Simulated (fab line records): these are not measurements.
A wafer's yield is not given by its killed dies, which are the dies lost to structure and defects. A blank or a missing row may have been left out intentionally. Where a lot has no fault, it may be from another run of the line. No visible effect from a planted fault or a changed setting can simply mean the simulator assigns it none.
What tool caused it? | flow gf180mcu | 12 lots, 36 wafers sampled, at 3 steps of a route of 602

## WHAT EACH GAUGE READ, for each wafer
GF_M3_CD_MEAS_14: the cd target is 280 nm.
lot  | measured     | on        | cd nm (nm)
L589 | day 21 10:49 | cd sem-01 | 278.8 278.5 279.7
L590 | day 21 22:29 | cd sem-02 | 278.1 279.1 280.1
L597 | day 24 14:33 | cd sem-01 | 279.1 280.2 281.0
L598 | day 24 20:42 | cd sem-02 | 278.7 280.6 280.1
L602 | day 26 06:44 | cd sem-02 | 277.6 277.1 278.1
L604 | day 26 22:24 | cd sem-01 | 279.4 279.4 279.0
L605 | day 27 05:03 | cd sem-01 | 278.0 278.9 278.8
L606 | day 27 21:07 | cd sem-01 | 278.0 278.7 278.7
L607 | day 27 22:50 | cd sem-01 | 280.4 280.6 280.1
L608 | day 28 00:31 | cd sem-02 | 281.1 280.2 279.0
L609 | day 28 08:49 | cd sem-01 | 279.8 279.0 280.4
L611 | day 28 23:31 | cd sem-02 | 279.8 279.6 279.3

GF_M4_CD_MEAS_14: the cd target is 280 nm.
lot  | measured     | on        | cd nm (nm)
L589 | day 23 13:38 | cd sem-02 | 280.0 279.5 280.2
L590 | day 24 01:04 | cd sem-01 | 278.1 278.3 279.4
L597 | day 26 10:46 | cd sem-02 | 283.6 284.4 283.6
L598 | day 26 22:01 | cd sem-01 | 283.2 283.0 282.5
L602 | day 28 02:48 | cd sem-01 | 280.9 280.8 281.0
L604 | day 28 17:04 | cd sem-02 | 277.9 278.8 277.9
L605 | day 28 22:59 | cd sem-02 | 283.0 281.4 281.8
L606 | day 29 14:31 | cd sem-02 | 277.7 277.4 279.3
L607 | day 29 15:52 | cd sem-02 | 278.1 278.4 277.9
L608 | day 29 18:43 | cd sem-01 | 279.3 279.2 278.4
L609 | day 30 01:34 | cd sem-02 | 280.1 278.9 279.1
L611 | day 30 15:37 | cd sem-02 | 280.2 279.4 279.6

## EACH LOT AND THE TOOL THAT RAN IT (in order: tool; ch and the chambers of the sampled wafers; start)
lot  | GF_M4_SOFTBAKE_10
L589 | litho track-03 ch 0, day 23 01:53
L590 | litho track-03 ch 0, day 23 13:31
L597 | litho track-01 ch 0, day 26 00:58
L598 | litho track-01 ch 0, day 26 11:10
L602 | litho track-03 ch 0, day 27 16:51
L604 | litho track-03 ch 0, day 28 06:29
L605 | litho track-03 ch 0, day 28 13:12
L606 | litho track-01 ch 0, day 29 04:59
L607 | litho track-01 ch 0, day 29 06:28
L608 | litho track-04 ch 0, day 29 09:01
L609 | litho track-01 ch 0, day 29 16:17
L611 | litho track-01 ch 0, day 30 06:46
- GF_M4_SOFTBAKE_10: time 60 s.

## AS READ BY THE TOOLS THEMSELVES (means over the sampled wafers that have a number; for cases with no such wafer, the mark the record gives instead)
GF_M4_SOFTBAKE_10.
lot  | tool           | heater power total W (W) | plate temp C (C)
L589 | litho track-03 | 93.01                    | 130.02
L590 | litho track-03 | 93.02                    | 130.15
L597 | litho track-01 | 91.88                    | 128.70
L598 | litho track-01 | 91.88                    | 128.77
L602 | litho track-03 | 93.03                    | 129.89
L604 | litho track-03 | 93.03                    | 130.01
L605 | litho track-03 | 93.05                    | 130.05
L606 | litho track-01 | 92.98                    | 130.17
L607 | litho track-01 | 93.07                    | 129.89
L608 | litho track-04 | 93.02                    | 130.06
L609 | litho track-01 | 93.00                    | 130.07
L611 | litho track-01 | 93.08                    | 129.90

## THE ANSWER, worked out from the rows above alone
Rule: what is usual is taken from the lots themselves. The widest of any qualifying gaps counts: lots, ordered by their means at a reading, are off when they make up no more than a third of the lots, leave a main group of 4 or more, and stand apart from it by 3 or more times the standard deviation of that group's means. If all means in a main group match to the digits the tables above print for the reading, that group is not used. Also off: a lot with no number at a reading for which 4 or more lots have one. Where the step has rows for the other lots, those lots are counted as sound. First the gauges in route order, then the tools' own readings, where a lot's mean is used as printed above. At the first step where some lot is off, the reading lying furthest off is the one used; lots without a number count as furthest.
Off: L597, L598 (GF_M4_SOFTBAKE_10, heater power total W). The main group has a mean of 93.03 W with a standard deviation of 0.029.
If a tool, at that step or one of the process steps before it, ran each lot that is off and ran no sound lot following the first of them, it fits. Not one of the candidates tried fits.

## WHAT THE SIMULATOR HAD PUT IN
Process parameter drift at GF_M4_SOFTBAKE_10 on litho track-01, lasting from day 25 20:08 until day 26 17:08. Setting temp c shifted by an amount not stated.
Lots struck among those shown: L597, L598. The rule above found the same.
